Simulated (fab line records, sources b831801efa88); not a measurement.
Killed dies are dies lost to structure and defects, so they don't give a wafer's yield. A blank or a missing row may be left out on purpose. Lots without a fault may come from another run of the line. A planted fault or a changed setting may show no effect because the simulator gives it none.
One fault seen from 2 desks | flow gf180mcu | each desk has only its own numbers; what lay behind them comes last

THE METROLOGY DESK
What the gauges read, lot by lot, whatever tool the lot ran on: means of the sampled wafers that have a number. A lot is out of limits, marked OUT, if its mean lies more than 4 standard deviations from the usual mean; the brackets give that distance.
Columns: A = cd_nm at GF_V5_CD_MEAS_14, usual 260.0 nm; B = V5_W_RS at GF_V5_RS_MEAS_24, usual 0.325 ohm/sq; C = V5_W_THK at GF_V5_THK_MEAS_25, usual 344 nm
lot  | first seen here | A     | B                | C
L522 | day 26 23:33    | 259.7 | 0.328            | 338
L524 | day 27 12:56    | 261.6 | 0.332            | 334
L527 | day 29 04:29    | 258.8 | 0.324            | 348
L528 | day 29 14:13    | 260.2 | 0.329            | 337
L534 | day 31 01:48    | 259.2 | 0.323            | 352
L536 | day 31 08:14    | 260.8 | 0.289 (-9.8) OUT | 403 (+11) OUT
L539 | day 32 02:44    | 260.6 | 0.321            | 350
L540 | day 32 10:42    | 259.7 | 0.330            | 346
L542 | day 32 22:25    | 262.6 | 0.323            | 343
L544 | day 33 06:55    | 260.8 | 0.326            | 340
This desk's finding: out of limits on L536; first on L536, day 31 09:19 (V5_W_RS at GF_V5_RS_MEAS_24). In limits: L522, L524, L527, L528, L534, L539, L540, L542, L544.

THE TOOL OWNER'S DESK: cvd_w-02
The tool's own readings at GF_V5_CVD_23 (deposits W, target thk 350 nm, time 104.9 s): means of the sampled wafers that have a number, for each lot that ran on this tool. A lot is out of limits, marked OUT, if its mean lies more than 4 standard deviations from the usual mean; the brackets give that distance.
Columns: A = heater_power_outer_w at GF_V5_CVD_23, usual 530 W; B = heater_power_w at GF_V5_CVD_23, usual 840 W
lot  | first seen here | A   | B
L524 | day 27 13:52    | 510 | 817
L528 | day 29 15:15    | 474 | 770
L536 | day 31 09:12    | 459 | 760
This desk's finding: nothing out of limits on any of the 3 lots.

PUT TOGETHER
The metrology desk could have raised an alarm at day 31 09:19, on L536.
The tool owner's desk saw nothing out of limits.
The tool owner's desk has L536 on record, within its limits.
Of the lots named, all ran GF_V5_CVD_23 on cvd_w-02.

WHAT THE SIMULATOR HAD PUT IN
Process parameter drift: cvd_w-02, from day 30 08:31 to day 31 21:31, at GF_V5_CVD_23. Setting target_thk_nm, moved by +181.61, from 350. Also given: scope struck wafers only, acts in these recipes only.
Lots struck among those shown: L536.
Hours from the fault's start to each desk's first reading out of limits: the metrology desk, 25.
